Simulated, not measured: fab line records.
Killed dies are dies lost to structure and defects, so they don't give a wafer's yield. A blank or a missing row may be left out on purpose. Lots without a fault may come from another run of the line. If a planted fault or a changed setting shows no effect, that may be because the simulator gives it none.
fab line records | flow gf180mcu
record lots=5 wafers=15 lastDay=33
route steps=602 shown M3@415 V3@429
lots untouched by any fault: they come from a run of this same line in which no faults occurred
startH: hours from the record's first day to the start of the lot's first wafer shown | waitH: hours since the lot's step before | " same as the row above | L1.1+2: several wafers, shown together as one row | - either no value or no given start | * or withheld: withheld | < > ~ a bound
route shown NAME@n: a module of which the file shows steps, and the number in the route of the first | usual: the fault-free wafers' mean and standard deviation | same: alike in all rows | chamber/n: place in a boat | sites: readings site by site | _std_site: the standard deviation of these | _edge_site: outer sites' mean less inner sites' | radiusMm: how far each site lies from the wafer's centre | mask NAME#n: copy n | behind: the last tool/chamber to shape the wafer | hold: the reason the lot was held/the length of the hold in hours/how it ended | device: the n, p or np transistor that did not switch | end of line: the route-end tests of the same wafers | a step with no rows: only its recipe | killed: dies that structure and defects cost at the first sort, which is not the same as the wafer's yield | map: dies across one wafer; x = killed, . = not, _ = none there
set.NAME: the setting as run; set.NAME@STEP: as run at that earlier step | model.NAME: the simulator's own value behind a step, which no gauge read
a table for each step, a row for each wafer; lots at some steps of the route
services: when a tool's chamber went out of use (startH, in hours from the record's first day, below 0 if earlier), for how many hours, and the reason
## steps
# step GF_M3_THK_MEAS_06
# recipe thkMeasGauge=xrf reads=AlCu_of_M3_SPUTTER_02
# usual M3_ALCU_THK=456/5.2
# columns lot.wafer tool chamber startH waitH M3_ALCU_THK[nm]
L077.1 filmMetro-02 - 482.33 0.1 452
L077.4 " - " " 452
L077.6 " - " " 459
L084.1 filmMetro-02 - 534.78 0.1 458
L084.5 " - " " 458
L084.6 " - " " 466
L085.1 filmMetro-01 - 542.14 0.1 448
L085.4 " - " " 453
L085.6 " - " " 457
L086.3 filmMetro-01 - 553.27 0.1 456
L086.4 " - " " 458
L086.6 " - " " 455
L094.3 filmMetro-02 - 627.48 0.1 461
L094.4 " - " " 458
L094.5 " - " " 460
# step GF_M3_DEHYDRATE_07
# recipe tempC=200 timeS=60
# columns lot.wafer tool chamber startH waitH
L077.1+4+6 lithoTrack-02 0 493.81 11.5
L084.1+5+6 lithoTrack-03 0 545.29 10.5
L085.1+4+6 lithoTrack-02 0 553.10 11.0
L086.3+4+6 lithoTrack-01 0 563.14 9.9
L094.3+4+5 lithoTrack-02 0 636.70 9.2
# step GF_M3_HMDS_08
# recipe primeTimeS=60 primeTempC=120
# columns lot.wafer tool chamber startH waitH
L077.1+4+6 lithoTrack-02 0 493.96 0.1
L084.1+5+6 lithoTrack-03 0 545.44 0.1
L085.1+4+6 lithoTrack-02 0 553.25 0.1
L086.3+4+6 lithoTrack-01 0 563.29 0.1
L094.3+4+5 lithoTrack-02 0 636.85 0.1
# step GF_M3_COAT_09
# recipe resist=KrF spinRpm=withheld resistThkNm=1000
# columns lot.wafer tool chamber startH waitH
L077.1+4+6 lithoTrack-02 0 494.11 0.1
L084.1+5+6 lithoTrack-03 0 545.59 0.1
L085.1+4+6 lithoTrack-02 0 553.40 0.1
L086.3+4+6 lithoTrack-01 0 563.44 0.1
L094.3+4+5 lithoTrack-02 0 637.00 0.1
# step GF_M3_SOFTBAKE_10
# recipe tempC=129.2 timeS=60 resist=KrF
# columns lot.wafer tool chamber startH waitH
L077.1+4+6 lithoTrack-02 0 494.26 0.1
L084.1+5+6 lithoTrack-03 0 545.74 0.1
L085.1+4+6 lithoTrack-02 0 553.55 0.1
L086.3+4+6 lithoTrack-01 0 563.59 0.1
L094.3+4+5 lithoTrack-02 0 637.15 0.1
# step GF_M3_EXPOSE_11
# recipe maskId=Metal3 targetCdNm=280 na=0.68 sourceShape=conventional sigmaOuter=0.6 doseMj=28
# columns lot.wafer tool chamber startH waitH mask
L077.1+4+6 krfScanner-02 0 - - Metal3#0
L084.1+5+6 krfScanner-01 0 - - Metal3#0
L085.1+4+6 krfScanner-01 0 - - Metal3#0
L086.3+4+6 krfScanner-01 0 - - Metal3#0
L094.3+4+5 krfScanner-02 0 - - Metal3#0
# step GF_M3_PEB_12
# recipe pebTempC=135 pebTimeS=90 resist=KrF
# columns lot.wafer tool chamber startH waitH
L077.1+4+6 lithoTrack-03 0 - -
L084.1+5+6 lithoTrack-01 0 - -
L085.1+4+6 lithoTrack-02 0 - -
L086.3+4+6 lithoTrack-03 0 - -
L094.3+4+5 lithoTrack-02 0 - -
# step GF_M3_DEVELOP_13
# recipe developTimeS=60 devTempC=21
# columns lot.wafer tool chamber startH waitH
L077.1+4+6 lithoTrack-03 0 506.59 0.2
L084.1+5+6 lithoTrack-01 0 557.04 0.2
L085.1+4+6 lithoTrack-02 0 564.05 0.2
L086.3+4+6 lithoTrack-03 0 575.89 0.1
L094.3+4+5 lithoTrack-02 0 647.60 0.1
# step GF_M3_CD_MEAS_14
# recipe targetCdNm=280
# usual cdNm=279.9/1
# columns lot.wafer tool chamber startH waitH cdNm
L077.1 cdSem-02 - 506.74 0.1 281.1
L077.4 " - " " 280.0
L077.6 " - " " 279.9
L084.1 cdSem-02 - 557.19 0.1 279.3
L084.5 " - " " 280.1
L084.6 " - " " 279.4
L085.1 cdSem-01 - 564.20 0.1 280.3
L085.4 " - " " 279.4
L085.6 " - " " 280.1
L086.3 cdSem-02 - 576.03 0.1 278.9
L086.4 " - " " 278.3
L086.6 " - " " 279.1
L094.3 cdSem-01 - 647.74 0.1 279.9
L094.4 " - " " 279.2
L094.5 " - " " 279.8
# step GF_M3_OVL_MEAS_15
# usual M3_OVL=2/5.9
# columns lot.wafer tool chamber startH waitH M3_OVL[nm]
L077.1 overlay-01 - 506.86 0.1 -11
L077.4 " - " " 1
L077.6 " - " " -2
L084.1 overlay-02 - 557.31 0.1 6
L084.5 " - " " 10
L084.6 " - " " 5
L085.1 overlay-02 - 564.32 0.1 -8
L085.4 " - " " -14
L085.6 " - " " -12
L086.3 overlay-02 - 576.12 0.1 6
L086.4 " - " " 10
L086.6 " - " " 9
L094.3 overlay-02 - 647.84 0.1 -8
L094.4 " - " " 0
L094.5 " - " " -7
# step GF_M3_METAL_ETCH_16
# recipe chemistry=Cl2/BCl3 maskMaterial=KrF targetDepthNm=750.8 stopOn=SiO2 pressureMtorr=8 icpW=800 biasW=140 Cl2_flow_sccm=80 bcl3FlowSccm=40 timeS=125.1
# usual chamberPressureMTorr=7.999/0.007 drypumpMotorCurrentA=5.99/0.28 oesProductAu=0.992/0.0053 throttleValvePct=28.229/0.0092
# columns lot.wafer tool chamber startH waitH chamberPressureMTorr drypumpMotorCurrentA oesProductAu rfHoursCounterH throttleValvePct
L077.1 rieMetal-02 0 506.89 0.0 7.991 5.74 0.988 5 28.234
L077.4 " 1 " " 7.999 5.81 0.988 - 28.234
L077.6 " 0 " " 7.996 5.74 0.995 - 28.231
L084.1 rieMetal-04 1 557.34 0.0 8.000 6.34 0.992 7 28.230
L084.5 " 0 " " 7.999 6.33 0.992 - 28.242
L084.6 " 1 " " 7.994 6.33 1.000 - 28.221
L085.1 rieMetal-04 0 564.36 0.0 8.005 6.35 0.997 4 28.233
L085.4 " 0 " " 7.995 6.33 0.994 - 28.226
L085.6 " 0 " " 7.987 6.34 1.000 - 28.231
L086.3 rieMetal-04 1 576.19 0.1 7.991 6.35 0.991 - 28.238
L086.4 " 0 " " 8.000 6.33 0.995 - 28.227
L086.6 " 1 " " 7.993 6.34 0.994 - 28.229
L094.3 rieMetal-04 0 647.90 0.1 7.995 6.32 0.997 - 28.218
L094.4 " 1 " " 8.009 6.34 0.993 - 28.227
L094.5 " 1 " " 8.001 6.36 0.985 - 28.236
# step GF_M3_STRIP_17
# recipe chemistry=O2/N2 powerW=1400 pressureMtorr=1500 platenTempC=250 o2FlowSccm=3000 n2FlowSccm=300 overashFraction=0.5
# usual chamberPressureMTorr=1500.0/1.4 drypumpMotorCurrentA=5.8/0.33 heaterPowerW=325/16 oesProductAu=0.537/0.0047 stripTimeToEndpointS=7.38/0.043
# same overashFraction=0.5
# columns lot.wafer tool chamber startH waitH chamberPressureMTorr drypumpMotorCurrentA heaterPowerW oesProductAu rfHoursCounterH stripTimeToEndpointS
L077.1 plasmaAsher-02 0 507.02 0.1 1500.2 6.2 337 0.535 8 7.38
L077.4 " 1 " " 1498.1 5.5 341 0.537 - 7.33
L077.6 " 1 " " 1501.3 5.5 341 0.533 - 7.41
L084.1 plasmaAsher-04 1 557.47 0.1 1500.9 5.5 325 0.541 49 7.37
L084.5 " 1 " " 1498.7 5.5 315 0.535 - 7.30
L084.6 " 0 " " 1502.0 5.8 339 0.532 - 7.31
L085.1 plasmaAsher-03 1 564.49 0.1 1499.1 5.5 318 0.530 76 7.30
L085.4 " 1 " " 1499.7 5.5 330 0.537 - 7.32
L085.6 " 1 " " 1501.8 5.5 330 0.535 - 7.28
L086.3 plasmaAsher-03 0 576.31 0.1 1502.4 6.2 295 0.537 - 7.42
L086.4 " 1 " " 1499.5 5.4 324 0.531 - 7.34
L086.6 " 1 " " 1501.6 5.4 326 0.540 - 7.41
L094.3 plasmaAsher-02 1 648.02 0.1 1501.6 5.5 344 0.531 - 7.32
L094.4 " 0 " " 1500.0 6.2 342 0.536 - 7.38
L094.5 " 1 " " 1499.0 5.5 340 0.535 - 7.37
# step GF_M3_STRIP_18
# recipe chemistry=postEtchResidueRemover timeS=1200 tempC=72.5
# columns lot.wafer tool chamber startH waitH
L077.1+4+6 wetBench-04 2 507.12 0.1
L084.1+5+6 wetBench-03 1 557.57 0.1
L085.1+4+6 wetBench-04 2 564.59 0.1
L086.3+4+6 wetBench-03 2 576.37 0.0
L094.3+4+5 wetBench-04 1 648.09 0.0
# step GF_M3_CLEAN_19
# recipe chemistry=DIW dry=n2Spin
# columns lot.wafer tool chamber startH waitH
L077.1+4+6 wetBench-03 1 507.46 0.0
L084.1+5+6 wetBench-02 3 557.95 0.0
L085.1+4+6 wetBench-03 0 564.96 0.0
L086.3+4+6 wetBench-04 2 576.71 0.0
L094.3+4+5 wetBench-02 1 648.43 0.0
# step GF_V3_CVD_00
# recipe material=SiO2 targetThkNm=600 sigmaOpenFrac=0.3 tempC=400 timeS=100 sih4FlowSccm=60 pressureMtorr=6
# columns lot.wafer tool chamber startH waitH
L077.1+4+6 hdpcvd-02 2,1,2 507.56 0.0
L084.1+5+6 hdpcvd-02 2,1,0 558.16 0.0
L085.1+4+6 hdpcvd-01 2,2,0 565.05 0.0
L086.3+4+6 hdpcvd-01 0,2,1 576.81 0.0
L094.3+4+5 hdpcvd-01 1,0,1 648.52 0.0
# step GF_V3_THK_MEAS_01
# recipe reads=SiO2_of_V3_CVD_00
# usual V3_CVD_00_THK=602/7
# columns lot.wafer tool chamber startH waitH V3_CVD_00_THK[nm]
L077.1 filmMetro-04 - 507.63 0.0 597
L077.4 " - " " 608
L077.6 " - " " 599
L084.1 filmMetro-03 - 558.24 0.0 596
L084.5 " - " " 606
L084.6 " - " " 603
L085.1 filmMetro-03 - 565.18 0.1 603
L085.4 " - " " 609
L085.6 " - " " 622
L086.3 filmMetro-01 - 576.91 0.1 614
L086.4 " - " " 605
L086.6 " - " " 613
L094.3 filmMetro-04 - 648.61 0.1 601
L094.4 " - " " 597
L094.5 " - " " 602
# step GF_V3_CVD_02
# recipe material=SiO2 targetThkNm=850 precursor=TEOS tempC=400 timeS=94.851 rfW=600
# usual heaterPowerOuterW=426/68 heaterPowerW=722/110
# columns lot.wafer tool chamber startH waitH heaterPowerOuterW heaterPowerW
L077.1 pecvd-03 0 507.69 0.1 432 726
L077.4 " 1 " " 387 665
L077.6 " 0 " " 471 792
L084.1 pecvd-01 2 558.30 0.1 342 628
L084.5 " 1 " " 365 587
L084.6 " 2 " " 363 640
L085.1 pecvd-02 0 565.24 0.1 450 833
L085.4 " 0 " " 499 873
L085.6 " 2 " " 475 714
L086.3 pecvd-03 0 576.95 0.0 432 727
L086.4 " 1 " " 416 698
L086.6 " 0 " " 461 783
L094.3 pecvd-01 2 648.65 0.0 380 666
L094.4 " 2 " " 282 525
L094.5 " 1 " " 450 711
# step GF_V3_THK_MEAS_03
# recipe reads=SiO2_of_V3_CVD_02
# usual V3_CVD_02_THK=852/13
# columns lot.wafer tool chamber startH waitH V3_CVD_02_THK[nm]
L077.1 filmMetro-01 - 507.76 0.0 866
L077.4 " - " " 858
L077.6 " - " " 875
L084.1 filmMetro-04 - 558.37 0.0 842
L084.5 " - " " 863
L084.6 " - " " 858
L085.1 filmMetro-03 - 565.31 0.0 829
L085.4 " - " " 845
L085.6 " - " " 851
L086.3 filmMetro-03 - 577.04 0.1 872
L086.4 " - " " 856
L086.6 " - " " 883
L094.3 filmMetro-03 - 648.74 0.1 833
L094.4 " - " " 855
L094.5 " - " " 860
# step GF_V3_CMP_04
# recipe material=SiO2 downForcePsi=4 platenRpm=60 padVelocityMS=0.94248
# usual motorCurrentA=12.5/0.65 slurryFilterDpKPa=13.49/0.12 slurryFlowMlMin=150.0/0.47 timeToEndpointS=80/5.4
# columns lot.wafer tool chamber startH waitH motorCurrentA slurryFilterDpKPa slurryFlowMlMin timeToEndpointS
L077.1 cmp-01 1 507.82 0.1 12.4 13.51 149.9 89
L077.4 " 2 " " 12.2 13.47 149.6 85
L077.6 " 1 " " 12.5 13.38 150.1 91
L084.1 cmp-01 2 558.43 0.1 11.9 13.32 150.1 79
L084.5 " 2 " " 12.8 13.59 150.2 87
L084.6 " 3 " " 12.6 13.38 150.0 83
L085.1 cmp-02 2 565.37 0.1 12.2 13.59 150.5 71
L085.4 " 3 " " 12.2 13.48 150.0 73
L085.6 " 2 " " 12.4 13.61 149.4 82
L086.4 cmp-02 2 577.13 0.1 12.2 13.12 150.2 84
L086.3 " 3 " " 12.6 13.39 150.8 83
L086.6 " 2 " " 12.7 13.41 150.3 95
L094.3 cmp-01 3 648.81 0.1 13.4 13.20 150.3 72
L094.4 " 0 " " 11.3 13.51 150.4 82
L094.5 " 3 " " 12.5 13.47 150.1 80
# step GF_V3_BOW_MEAS_05
# recipe mode=bow
# usual V3_BOW=116/9.9
# columns lot.wafer tool chamber startH waitH V3_BOW[um]
L077.1 filmMetro-01 - 508.12 0.2 131
L077.4 " - " " 128
L077.6 " - " " 135
L084.1 filmMetro-01 - 558.73 0.2 120
L084.5 " - " " 115
L084.6 " - " " 109
L085.1 filmMetro-01 - 565.67 0.2 121
L085.4 " - " " 98
L085.6 " - " " 109
L086.3 filmMetro-01 - 577.42 0.2 100
L086.4 " - " " 101
L086.6 " - " " 104
L094.3 filmMetro-03 - 649.17 0.3 118
L094.4 " - " " 120
L094.5 " - " " 111
# step GF_V3_DEHYDRATE_06
# recipe tempC=200 timeS=60
# columns lot.wafer tool chamber startH waitH
L077.1+4+6 lithoTrack-01 0 519.44 11.3
L084.1+5+6 lithoTrack-02 0 569.20 10.5
L085.1+4+6 lithoTrack-02 0 577.30 11.6
L086.3+4+6 lithoTrack-04 0 587.67 10.2
L094.3+4+5 lithoTrack-01 0 658.19 9.0
# step GF_V3_HMDS_07
# recipe primeTimeS=60 primeTempC=120
# columns lot.wafer tool chamber startH waitH
L077.1+4+6 lithoTrack-01 0 519.59 0.1
L084.1+5+6 lithoTrack-02 0 569.35 0.1
L085.1+4+6 lithoTrack-02 0 577.45 0.1
L086.3+4+6 lithoTrack-04 0 587.82 0.1
L094.3+4+5 lithoTrack-01 0 658.34 0.1
# step GF_V3_COAT_08
# recipe resist=BARC tempC=withheld timeS=withheld spinRpm=withheld resistThkNm=withheld
# columns lot.wafer tool chamber startH waitH
L077.1+4+6 lithoTrack-01 0 519.74 0.1
L084.1+5+6 lithoTrack-02 0 569.50 0.1
L085.1+4+6 lithoTrack-02 0 577.60 0.1
L086.3+4+6 lithoTrack-04 0 587.97 0.1
L094.3+4+5 lithoTrack-01 0 658.49 0.1
# step GF_V3_COAT_09
# recipe resist=KrF spinRpm=withheld resistThkNm=1000
# columns lot.wafer tool chamber startH waitH
L077.1+4+6 lithoTrack-01 0 - -
L084.1+5+6 lithoTrack-02 0 - -
L085.1+4+6 lithoTrack-02 0 - -
L086.3+4+6 lithoTrack-04 0 - -
L094.3+4+5 lithoTrack-01 0 - -
# step GF_V3_SOFTBAKE_10
# recipe tempC=130 timeS=60 resist=KrF
# columns lot.wafer tool chamber startH waitH
L077.1+4+6 lithoTrack-01 0 - -
L084.1+5+6 lithoTrack-02 0 - -
L085.1+4+6 lithoTrack-02 0 - -
L086.3+4+6 lithoTrack-04 0 - -
L094.3+4+5 lithoTrack-01 0 - -
# step GF_V3_EXPOSE_11
# recipe maskId=Via3 targetCdNm=260 na=0.68 sourceShape=conventional sigmaOuter=0.6 doseMj=38
# columns lot.wafer tool chamber startH waitH mask
L077.1+4+6 krfScanner-01 0 - - Via3#0
L084.1+5+6 krfScanner-01 0 - - Via3#0
L085.1+4+6 krfScanner-01 0 - - Via3#0
L086.3+4+6 krfScanner-01 0 - - Via3#0
L094.3+4+5 krfScanner-01 0 - - Via3#0
# step GF_V3_PEB_12
# recipe pebTempC=135 pebTimeS=94.18 resist=KrF
# usual plateSensorTCentreC=136.13/0.01 plateSensorTEdgeC=136.29/0.01
# columns lot.wafer tool chamber startH waitH plateSensorTCentreC plateSensorTEdgeC
L077.1 lithoTrack-02 0 - - 136.14 136.28
L077.4 " 0 " " 136.12 136.31
L077.6 " 0 " " 136.12 136.29
L084.1 lithoTrack-04 0 - - 136.12 136.29
L084.5 " 0 " " 136.12 136.29
L084.6 " 0 " " 136.13 136.28
L085.1 lithoTrack-01 0 - - 136.12 136.3
L085.4 " 0 " " 136.13 136.3
L085.6 " 0 " " 136.14 136.3
L086.3 lithoTrack-04 0 - - 136.13 136.31
L086.4 " 0 " " 136.13 136.3
L086.6 " 0 " " 136.13 136.28
L094.3 lithoTrack-01 0 - - 136.15 136.29
L094.4 " 0 " " 136.14 136.3
L094.5 " 0 " " 136.13 136.29
# step GF_V3_DEVELOP_13
# recipe developTimeS=60 resist=KrF devTempC=21
# columns lot.wafer tool chamber startH waitH
L077.1+4+6 lithoTrack-02 0 532.25 0.2
L084.1+5+6 lithoTrack-04 0 581.12 0.2
L085.1+4+6 lithoTrack-01 0 587.84 0.2
L086.3+4+6 lithoTrack-04 0 599.82 0.1
L094.3+4+5 lithoTrack-01 0 668.44 0.1
# step GF_V3_CD_MEAS_14
# recipe targetCdNm=260
# usual cdNm=260.0/1.1
# columns lot.wafer tool chamber startH waitH cdNm
L077.1 cdSem-01 - 532.40 0.1 259.8
L077.4 " - " " 259.1
L077.6 " - " " 259.9
L084.1 cdSem-01 - 581.27 0.1 260.7
L084.5 " - " " 261.5
L084.6 " - " " 260.8
L085.1 cdSem-01 - 587.99 0.1 260.2
L085.4 " - " " 259.3
L085.6 " - " " 260.0
L086.3 cdSem-02 - 599.96 0.1 261.5
L086.4 " - " " 261.2
L086.6 " - " " 262.2
L094.3 cdSem-01 - 668.58 0.1 261.2
L094.4 " - " " 262.0
L094.5 " - " " 259.6
# step GF_V3_OVL_MEAS_15
# usual V3_OVL=4/6.3
# columns lot.wafer tool chamber startH waitH V3_OVL[nm]
L077.1 overlay-02 - 532.52 0.1 10
L077.4 " - " " 5
L077.6 " - " " 6
L084.1 overlay-02 - 581.39 0.1 4
L084.5 " - " " 2
L084.6 " - " " 2
L085.1 overlay-02 - 588.11 0.1 1
L085.4 " - " " 10
L085.6 " - " " -1
L086.3 overlay-02 - 600.05 0.1 3
L086.4 " - " " 1
L086.6 " - " " -6
L094.3 overlay-02 - 668.67 0.1 12
L094.4 " - " " 10
L094.5 " - " " 15
# step GF_V3_ETCH_16
# recipe chemistry=N2/H2 targetDepthA=withheld overetchA=withheld timeS=withheld target=BARC ionEnergyEv=200 sourceW=500 biasW=100 pressureMtorr=30 n2FlowSccm=100 h2FlowSccm=200
# usual chamberPressureMTorr=30.00/0.034 drypumpMotorCurrentA=5.7/0.46 oesProductAu=0.855/0.0047 throttleValvePct=13.225/0.0091
# columns lot.wafer tool chamber startH waitH chamberPressureMTorr drypumpMotorCurrentA oesProductAu throttleValvePct
L077.1 rieDiel-02 0 532.56 0.0 30.02 5.5 0.858 13.232
L077.4 " 1 " " 30.01 6.3 0.857 13.230
L077.6 " 3 " " 30.03 5.4 0.851 13.242
L084.1 rieDiel-04 2 581.42 0.0 29.99 5.3 0.857 13.228
L084.5 " 2 " " 29.99 5.2 0.856 13.229
L084.6 " 0 " " 29.99 6.4 0.852 13.201
L085.1 rieDiel-04 1 588.14 0.0 29.99 5.0 0.852 13.217
L085.4 " 1 " " 29.99 5.0 0.852 13.226
L085.6 " 0 " " 29.98 6.4 0.861 13.216
L086.3 rieDiel-02 2 600.07 0.0 30.00 5.5 0.857 13.220
L086.4 " 1 " " 30.03 6.3 0.852 13.233
L086.6 " 1 " " 30.05 6.3 0.861 13.221
L094.3 rieDiel-03 1 668.69 0.0 29.96 5.3 0.852 13.215
L094.4 " 2 " " 29.94 6.0 0.853 13.222
L094.5 " 0 " " 29.97 6.4 0.864 13.238
# step GF_V3_ETCH_17
# recipe chemistry=C4F8/O2/Ar maskMaterial=KrF target=SiO2 stopOn=TiN sourceW=1500 biasW=1200 pressureMtorr=40 c4f8FlowSccm=withheld O2_flow_sccm=6 Ar_flow_sccm=300 timeS=withheld targetDepthA=6350
# usual chamberPressureMTorr=40.00/0.04 oesProductAu=0.856/0.004
# columns lot.wafer tool chamber startH waitH chamberPressureMTorr oesProductAu
L077.1 rieDiel-02 0 - - 39.98 0.857
L077.4 " 1 " " 40.06 0.857
L077.6 " 3 " " 39.95 0.857
L084.1 rieDiel-04 2 - - 39.94 0.851
L084.5 " 2 " " 40.04 0.855
L084.6 " 0 " " 39.98 0.855
L085.1 rieDiel-04 1 - - 39.96 0.855
L085.4 " 1 " " 39.94 0.851
L085.6 " 0 " " 40.05 0.851
L086.3 rieDiel-02 2 - - 39.94 0.849
L086.4 " 1 " " 39.98 0.858
L086.6 " 1 " " 40.03 0.855
L094.3 rieDiel-03 1 - - 39.99 0.853
L094.4 " 2 " " 40.00 0.858
L094.5 " 0 " " 40.05 0.861
# step GF_V3_STRIP_18
# recipe chemistry=O2/N2 powerW=1400 pressureMtorr=1500 platenTempC=250 o2FlowSccm=3000 n2FlowSccm=300 overashFraction=0.5
# usual chamberPressureMTorr=1500.0/1.3 drypumpMotorCurrentA=5.8/0.31 heaterPowerW=334/32 oesProductAu=0.592/0.0042
# same overashFraction=0.5
# columns lot.wafer tool chamber startH waitH chamberPressureMTorr drypumpMotorCurrentA heaterPowerW oesProductAu rfHoursCounterH
L077.1 plasmaAsher-01 1 532.69 - 1499.1 5.5 296 0.602 87
L077.4 " 1 " " 1502.8 5.5 298 0.583 -
L077.6 " 1 " " 1498.4 5.5 298 0.590 -
L084.1 plasmaAsher-02 1 581.55 - 1500.0 5.5 340 0.593 15
L084.5 " 1 " " 1498.9 5.5 342 0.594 -
L084.6 " 0 " " 1498.7 6.2 343 0.584 -
L085.1 plasmaAsher-03 0 588.27 - 1500.9 6.1 298 0.593 78
L085.4 " 0 " " 1502.2 6.2 298 0.594 -
L085.6 " 0 " " 1501.4 6.2 305 0.593 -
L086.3 plasmaAsher-01 0 600.24 - 1501.8 5.7 397 0.592 -
L086.4 " 1 " " 1498.8 5.5 300 0.590 -
L086.6 " 1 " " 1499.4 5.5 309 0.588 -
L094.3 plasmaAsher-01 0 668.85 - 1500.7 5.8 387 0.587 -
L094.4 " 1 " " 1500.1 5.5 299 0.590 -
L094.5 " 1 " " 1500.4 5.5 302 0.595 -
# step GF_V3_STRIP_19
# recipe chemistry=postEtchResidueRemover timeS=1200 tempC=72.5
# columns lot.wafer tool chamber startH waitH
L077.1+4+6 wetBench-01 3 532.79 0.1
L084.1+5+6 wetBench-03 3 581.65 0.1
L085.1+4+6 wetBench-02 3 588.37 0.1
L086.3+4+6 wetBench-02 3 600.30 0.0
L094.3+4+5 wetBench-03 3 668.92 0.0
# step GF_V3_CLEAN_20
# recipe chemistry=DIW dry=n2Spin
# columns lot.wafer tool chamber startH waitH
L077.1+4+6 wetBench-03 0 533.16 0.0
L084.1+5+6 wetBench-01 2 581.99 0.0
L085.1+4+6 wetBench-03 3 589.06 0.0
L086.3+4+6 wetBench-03 0 600.99 0.0
L094.3+4+5 wetBench-01 1 669.29 0.0
# step GF_V3_SPUTTER_21
# recipe material=Ti targetThkNm=15 chamberPressurePa=5 powerW=2500 substrateTempC=200 timeS=80.02
# usual throttleValvePct=30.2/0.95
# columns lot.wafer tool chamber startH waitH throttleValvePct
L077.1 pvdSputter-02 - 533.25 0.0 28.1
L077.4 " - " " 30.4
L077.6 " - " " 31.1
L084.1 pvdSputter-02 - 582.09 0.0 29.6
L084.5 " - " " 28.0
L084.6 " - " " 29.7
L085.1 pvdSputter-02 - 589.15 0.0 28.2
L085.4 " - " " 31.0
L085.6 " - " " 28.5
L086.3 pvdSputter-01 - 601.10 0.0 30.6
L086.4 " - " " 29.8
L086.6 " - " " 30.0
L094.3 pvdSputter-03 - 669.39 0.0 31.7
L094.4 " - " " 31.6
L094.5 " - " " 30.0
# step GF_V3_SPUTTER_22
# recipe material=TiN targetThkNm=10 chamberPressurePa=5 powerW=4000 timeS=40
# usual throttleValvePct=30.2/0.94
# columns lot.wafer tool chamber startH waitH throttleValvePct
L077.1 pvdSputter-02 - 533.32 0.0 28.0
L077.4 " - " " 30.5
L077.6 " - " " 31.0
L084.1 pvdSputter-02 - 582.15 0.0 30.1
L084.5 " - " " 28.2
L084.6 " - " " 29.7
L085.1 pvdSputter-02 - 589.21 0.0 28.3
L085.4 " - " " 31.1
L085.6 " - " " 28.0
L086.3 pvdSputter-01 - 601.16 0.0 30.8
L086.4 " - " " 29.8
L086.6 " - " " 29.8
L094.3 pvdSputter-03 - 669.45 0.0 31.6
L094.4 " - " " 31.6
L094.5 " - " " 30.2
# step GF_V3_CVD_23
# recipe material=W targetThkNm=350 timeS=104.9 tempC=400 pressureTorr=40
# usual chamberPressureTorr=40.01/0.086 heaterPowerOuterW=501/43 heaterPowerW=824/78
# columns lot.wafer tool chamber startH waitH chamberPressureTorr heaterPowerOuterW heaterPowerW
L077.1 cvdW-01 0 533.35 0.0 39.87 431 736
L077.4 " 1 " " 39.89 537 928
L077.6 " 1 " " 39.94 548 942
L084.1 cvdW-01 1 582.19 0.0 40.03 532 956
L084.5 " 0 " " 39.96 438 724
L084.6 " 1 " " 39.99 537 945
L085.1 cvdW-02 1 589.25 0.0 39.95 505 791
L085.4 " 1 " " 39.91 510 807
L085.6 " 1 " " 39.94 508 803
L086.3 cvdW-01 1 601.23 0.1 40.06 539 947
L086.4 " 0 " " 40.01 431 726
L086.6 " 1 " " 39.95 531 944
L094.3 cvdW-02 0 669.52 0.1 40.09 515 823
L094.4 " 1 " " 39.93 525 794
L094.5 " 1 " " 40.02 514 802
# step GF_V3_RS_MEAS_24
# recipe thkMeasGauge=four-point-probe reads=W_of_V3_CVD_23+TiN_of_V3_SPUTTER_22+Ti_of_V3_SPUTTER_21
# usual V3_W_RS=0.328/0.0036
# columns lot.wafer tool chamber startH waitH V3_W_RS[ohm/sq]
L077.1 filmMetro-04 - 533.47 0.1 0.335
L077.4 " - " " 0.334
L077.6 " - " " 0.331
L084.1 filmMetro-01 - 582.30 0.1 0.328
L084.5 " - " " 0.329
L084.6 " - " " 0.333
L085.1 filmMetro-01 - 589.36 0.1 0.333
L085.4 " - " " 0.328
L085.6 " - " " 0.333
L086.3 filmMetro-01 - 601.35 0.1 0.327
L086.4 " - " " 0.325
L086.6 " - " " 0.327
L094.3 filmMetro-01 - 669.64 0.1 0.327
L094.4 " - " " 0.330
L094.5 " - " " 0.330
# step GF_V3_THK_MEAS_25
# recipe thkMeasGauge=xrf reads=W_of_V3_CVD_23
# usual V3_W_THK=346/4.6
# columns lot.wafer tool chamber startH waitH V3_W_THK[nm]
L077.1 filmMetro-04 - 533.59 0.1 341
L077.4 " - " " 338
L077.6 " - " " 343
L084.1 filmMetro-01 - 582.42 0.1 344
L084.5 " - " " 344
L084.6 " - " " 340
L085.1 filmMetro-01 - 589.48 0.1 341
L085.4 " - " " 345
L085.6 " - " " 340
L086.3 filmMetro-01 - 601.45 0.1 350
L086.4 " - " " 349
L086.6 " - " " 352
L094.3 filmMetro-01 - 669.74 0.1 348
L094.4 " - " " 344
L094.5 " - " " 343
## services
# columns tool chamber startH hours kind
rieMetal-04 - 479.26 2.8 pm
cmp-01 - 481.90 4.4 pm
krfScanner-01 - 493.49 1.3 pm
rieDiel-04 0 494.10 2.4 repair
rieDiel-02 0 507.74 6.0 repair
pvdSputter-02 - 520.44 0.5 repair
rieDiel-04 - 524.61 2.8 pm
hdpcvd-01 1 526.02 15.7 repair
plasmaAsher-02 - 526.84 3.7 repair
hdpcvd-01 2 537.59 2.7 repair
rieDiel-04 2 542.65 6.4 repair
krfScanner-01 - 555.26 0.8 pm
rieDiel-02 2 560.54 7.9 repair
rieDiel-02 - 561.38 0.4 repair
rieDiel-04 3 581.01 7.2 repair
pvdSputter-02 - 582.64 3.7 repair
rieDiel-04 - 585.41 0.3 repair
rieDiel-02 3 586.48 3.8 repair
rieDiel-02 - 629.78 1.2 repair
krfScanner-01 - 633.33 3.6 pm
krfScanner-01 - 637.08 1.0 pm
krfScanner-01 - 650.19 0.7 repair
wetBench-04 - 658.53 4.4 pm
krfScanner-01 - 669.39 1.3 pm
## key
fault none
